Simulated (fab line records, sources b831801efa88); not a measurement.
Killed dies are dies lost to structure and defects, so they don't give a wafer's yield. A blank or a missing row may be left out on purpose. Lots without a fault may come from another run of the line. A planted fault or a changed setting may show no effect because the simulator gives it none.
One fault seen from 2 desks | flow gf180mcu | each desk has only its own numbers; what lay behind them comes last

THE TOOL OWNER'S DESK: pvd_sputter-02
The tool's own readings at GF_M1_SPUTTER_00 (material Ti, target thk 37.5 nm, time 150 s): means of the sampled wafers that have a number, for each lot that ran on this tool. A lot is out of limits, marked OUT, if its mean lies more than 4 standard deviations from the usual mean; the brackets give that distance.
Columns: A = chamber_pressure_pa at GF_M1_SPUTTER_00, usual 2.000 Pa; B = throttle_valve_pct at GF_M1_SPUTTER_00, usual 29.8 %
lot  | first seen here | A                | B
L161 | day 17 20:14    | 2.001            | 29.9
L165 | day 19 13:44    | 1.975 (-6.7) OUT | 31.1
L170 | day 21 02:01    | 1.973 (-7.1) OUT | 30.3
This desk's finding: out of limits on L165, L170; first on L165, day 19 13:44 (chamber_pressure_pa at GF_M1_SPUTTER_00). In limits: L161.

THE METROLOGY DESK
What the gauges read, lot by lot, whatever tool the lot ran on: means of the sampled wafers that have a number. A lot is out of limits, marked OUT, if its mean lies more than 4 standard deviations from the usual mean; the brackets give that distance.
Columns: A = CONTACT_W_RS at GF_CONTACT_RS_MEAS_25, usual 0.383 ohm/sq; B = CONTACT_W_THK at GF_CONTACT_THK_MEAS_26, usual 305 nm
lot  | first seen here | A     | B
L158 | day 17 00:55    | 0.380 | 309
L161 | day 17 19:45    | 0.382 | 304
L165 | day 19 13:19    | 0.381 | 306
L170 | day 21 01:32    | 0.382 | 301
L175 | day 22 20:58    | 0.391 | 296
L177 | day 24 04:11    | 0.390 | 300
This desk's finding: nothing out of limits on any of the 6 lots.

PUT TOGETHER
The tool owner's desk could have raised an alarm at day 19 13:44, on L165, L170.
The metrology desk saw nothing out of limits.
The metrology desk has L165, L170 on record, within its limits.
Of the lots named, all ran GF_M1_SPUTTER_00 on pvd_sputter-02.

WHAT THE SIMULATOR HAD PUT IN
Process parameter drift: pvd_sputter-02, from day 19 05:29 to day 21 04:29, at GF_M1_SPUTTER_00. Setting chamber_pressure_pa, moved by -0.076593, from 2. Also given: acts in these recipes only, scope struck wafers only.
Lots struck among those shown: L165, L170.
Hours from the fault's start to each desk's first reading out of limits: the tool owner's desk, 8.
